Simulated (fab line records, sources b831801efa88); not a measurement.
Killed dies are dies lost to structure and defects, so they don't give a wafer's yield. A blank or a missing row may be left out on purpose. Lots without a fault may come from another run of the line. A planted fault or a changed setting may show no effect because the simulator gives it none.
One fault seen from 2 desks | flow sky130 | each desk has only its own numbers; what lay behind them comes last

THE METROLOGY DESK
What the gauges read, lot by lot, whatever tool the lot ran on: means of the sampled wafers that have a number. A lot is out of limits, marked OUT, if its mean lies more than 4 standard deviations from the usual mean; the brackets give that distance.
Columns: A = SD_P_RS at SKY_SD_N_RS_MEAS_17, usual 147.1 ohm/sq; B = RES_XHIGH_RS at SKY_SD_N_RS_MEAS_18, usual 333.5 ohm/sq; C = LI_CONTACT_HDPCVD_THK at SKY_LI_CONTACT_THK_MEAS_01, usual 929 nm; D = LOCAL_INTERCONNECT_TIN_RS at SKY_LOCAL_INTERCONNECT_RS_MEAS_01, usual 14.19 ohm/sq; E = LOCAL_INTERCONNECT_TIN_THK at SKY_LOCAL_INTERCONNECT_THK_MEAS_02, usual 98.6 nm
lot  | first seen here | A     | B     | C   | D                | E
L931 | day 28 01:47    | 146.9 | 335.8 | 932 | 14.15            | 98.3
L932 | day 28 11:46    | 146.7 | 334.6 | 928 | 14.22            | 98.0
L933 | day 29 00:17    | 147.3 | 332.3 | 933 | 13.89            | 100.7
L936 | day 30 09:53    | 147.2 | 335.4 | 913 | 13.96            | 99.9
L938 | day 31 08:30    | 147.1 | 333.8 | 938 | 14.22            | 98.2
L944 | day 33 01:13    | 147.3 | 332.5 | 932 | 14.31            | 98.1
L946 | day 33 10:47    | 147.2 | 333.0 | 923 | 13.09 (-6.1) OUT | 108.4 (+8.9) OUT
L947 | day 33 15:56    | 147.1 | 333.6 | 932 | 13.13 (-5.9) OUT | 106.5 (+7.2) OUT
L950 | day 34 14:50    | 147.0 | 333.5 | 925 | 13.98            | 99.3
L953 | day 35 23:19    | 147.3 | 332.8 | 920 | 14.21            | 98.4
L952 | day 35 23:55    | 146.8 | 332.5 | 924 | 14.54            | 96.9
This desk's finding: out of limits on L946, L947; first on L946, day 34 15:31 (LOCAL_INTERCONNECT_TIN_RS at SKY_LOCAL_INTERCONNECT_RS_MEAS_01). In limits: L931, L932, L933, L936, L938, L944, L950, L953, L952.

THE TOOL OWNER'S DESK: pvd_sputter-04
The tool's own readings at SKY_LOCAL_INTERCONNECT_SPUTTER_00 (material TiN, target thk 100 nm, time 83.3 s): means of the sampled wafers that have a number, for each lot that ran on this tool. A lot is out of limits, marked OUT, if its mean lies more than 4 standard deviations from the usual mean; the brackets give that distance.
Columns: A = throttle_valve_pct at SKY_LOCAL_INTERCONNECT_SPUTTER_00, usual 29.6 %
lot  | first seen here | A
L931 | day 29 08:14    | 30.0
L932 | day 29 17:16    | 29.9
L936 | day 31 17:58    | 30.1
L944 | day 34 06:14    | 30.6
L946 | day 34 15:28    | 30.8
L947 | day 34 20:04    | 30.6
This desk's finding: nothing out of limits on any of the 6 lots.

PUT TOGETHER
The metrology desk could have raised an alarm at day 34 15:31, on L946, L947.
The tool owner's desk saw nothing out of limits.
The tool owner's desk has L946, L947 on record, within its limits.
Of the lots named, all ran SKY_LOCAL_INTERCONNECT_SPUTTER_00 on pvd_sputter-04.

WHAT THE SIMULATOR HAD PUT IN
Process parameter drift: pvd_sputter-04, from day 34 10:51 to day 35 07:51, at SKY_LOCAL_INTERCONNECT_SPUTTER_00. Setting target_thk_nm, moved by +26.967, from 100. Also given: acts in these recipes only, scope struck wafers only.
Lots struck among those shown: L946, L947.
Hours from the fault's start to each desk's first reading out of limits: the metrology desk, 5.
